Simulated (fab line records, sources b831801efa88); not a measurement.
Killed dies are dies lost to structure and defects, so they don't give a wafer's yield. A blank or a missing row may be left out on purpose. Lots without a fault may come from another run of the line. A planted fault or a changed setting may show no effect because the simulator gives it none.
Chamber matching | flow sfq_line | SFQ_TRILAYER_I4_CMP_CMP_100 on cmp-02: 4 sister chambers
The step polishes SiO2. 16 wafers are shown with their chamber, then 8 later ones without.

WAFERS WITH THEIR CHAMBER
wafer  | chamber | motor_current_A (A) | time_to_endpoint_s (s) | head_pressure_psi (psi)
L684.2 | 1       | 9.5                 | 201                    | 3.099
L684.4 | 0       | 9.6                 | 210                    | 3.095
L684.5 | 2       | 8.4                 | 198                    | 3.094
L689.1 | 0       | 10.3                | 212                    | 3.104
L689.3 | 3       | 11.9                | 196                    | 3.098
L689.4 | 1       | 10.2                | 203                    | 3.097
L690.2 | 1       | 9.7                 | 205                    | 3.104
L690.4 | 3       | 11.8                | 213                    | 3.105
L690.5 | 0       | 9.7                 | 216                    | 3.094
L694.1 | 1       | 10.0                | 205                    | 3.114
L694.5 | 0       | 9.8                 | 218                    | 3.109
L694.6 | 1       | 9.7                 | 212                    | 3.111
L695.1 | 2       | 8.6                 | 184                    | 3.106
L695.2 | 0       | 9.7                 | 203                    | 3.100
L695.5 | 2       | 8.6                 | 191                    | 3.105
L696.1 | 2       | 8.4                 | 198                    | 3.101

SIGNATURES (means of the wafers above)
reading            | chamber 0 | chamber 1 | chamber 2 | chamber 3 | scatter within a chamber
motor_current_A    | 9.820     | 9.820     | 8.500     | 11.850    | 0.235
time_to_endpoint_s | 211.80    | 205.20    | 192.75    | 204.50    | 6.36
head_pressure_psi  | 3.10040   | 3.10500   | 3.10150   | 3.10150   | 0.00638
Rule: a wafer's distance from a chamber is the root of the sum, over the readings, of the square of ((its reading less the chamber's mean) divided by the reading's scatter). The wafer belongs to the nearest chamber; if the next one is less than 2 further off, it can't be placed. The scatter: the root of (the sum of the squares of (reading less its chamber's mean) over the shown wafers, divided by (wafers less chambers)).

WAFERS WITHOUT THEIR CHAMBER
wafer  | motor_current_A (A) | time_to_endpoint_s (s) | head_pressure_psi (psi)
L696.4 | 11.8                | 206                    | 3.097
L696.6 | 9.2                 | 212                    | 3.106
L698.2 | 8.2                 | 202                    | 3.104
L698.3 | 10.0                | 210                    | 3.097
L698.5 | 8.5                 | 212                    | 3.103
L700.4 | 10.1                | 225                    | 3.110
L700.2 | 8.5                 | 196                    | 3.105
L700.6 | 11.6                | 202                    | 3.093

WHICH CHAMBER EACH WENT THROUGH
wafer  | from the rows above          | in truth
L696.4 | 3                            | 3
L696.6 | can't be placed: 0 or 1 or 2 | 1
L698.2 | 2                            | 2
L698.3 | can't be placed: 0 or 1      | 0
L698.5 | 2                            | 2
L700.4 | can't be placed: 0 or 1      | 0
L700.2 | 2                            | 2
L700.6 | 3                            | 3
Placed correctly: 5 of 8. Can't be placed from these rows: 3 (the true chamber is among the candidates in 3). Placed wrongly: 0.
